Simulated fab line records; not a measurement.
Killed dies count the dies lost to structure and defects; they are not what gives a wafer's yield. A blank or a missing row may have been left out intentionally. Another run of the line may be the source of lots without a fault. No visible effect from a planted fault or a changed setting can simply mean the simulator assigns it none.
The same fault as seen by 2 desks ; flow gf180mcu ; only its own numbers are on each desk; what lay behind them is given at the end

METROLOGY DESK
Lot by lot, what the gauges showed, no matter which tool ran the lot: averages of those sampled wafers that carry a number. Marked OUT: a lot whose mean sits more than 4 standard deviations from the usual mean, which makes it out of limits; the brackets give that distance.
Columns: A = V2_W_RS at GF_V2_RS_MEAS_24, usual 0.329 ohm/sq; B = V2_W_THK at GF_V2_THK_MEAS_25, usual 348 nm; C = M3_ALCU_RS at GF_M3_RS_MEAS_05, usual 0.0695 ohm/sq
lot;first seen here;A;B;C
L586;day 20 08:56;0.330;343;0.0691
L588;day 20 22:53;0.333;342;0.0696
L594;day 23 10:44;0.305 (-6.7) OUT;376 (+5.8) OUT;0.0698
L595;day 23 20:44;0.294 (-9.9) OUT;392 (+9.2) OUT;0.0687
L596;day 24 02:01;0.299 (-8.5) OUT;381 (+6.9) OUT;0.0691
L597;day 24 10:11;0.330;344;0.0693
L602;day 26 03:07;0.328;349;0.0691
L604;day 27 00:07;0.321;359;0.0699
L607;day 27 12:31;0.332;344;0.0692
L608;day 27 21:37;0.331;349;0.0708
L609;day 28 04:28;0.331;346;0.0694
This desk's result: L594, L595, L596 out of limits, first on L594 (V2_W_RS at GF_V2_RS_MEAS_24), day 23 10:44. Within limits: L586, L588, L597, L602, L604, L607, L608, L609.

DESK OF THE TOOL OWNER: cvd-w-01
The tool's own readings at GF_V2_CVD_23 (deposits W, target thk 350 nm, time 104.94 s): means of the sampled wafers that have a number, for each lot that ran on this tool. Marked OUT: a lot whose mean sits more than 4 standard deviations from the usual mean, which makes it out of limits; the brackets give that distance.
Columns: A = heater-power-w at GF_V2_CVD_23, usual 898 W
lot;first seen here;A
L594;day 23 10:37;934
L595;day 23 20:35;961
L596;day 24 01:53;952
L602;day 26 03:00;883
L604;day 26 23:59;966
L608;day 27 21:30;874
Finding of this desk: none of the 6 lots has anything out of limits.

PUT TOGETHER
L594, L595, L596 would have let the metrology desk raise an alarm at day 23 10:44.
The desk of the tool owner found nothing out of limits.
The tool owner's desk has L594, L595, L596 on record, within its limits.
Every lot named ran GF_V2_CVD_23 on cvd-w-01.

WHAT THE SIMULATOR HAD INSERTED
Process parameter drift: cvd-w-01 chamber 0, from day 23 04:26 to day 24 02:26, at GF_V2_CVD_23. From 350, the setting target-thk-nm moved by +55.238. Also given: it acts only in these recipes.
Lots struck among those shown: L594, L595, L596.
Time in hours between the start of the fault and the first out-of-limits reading at each desk: metrology desk, 6.
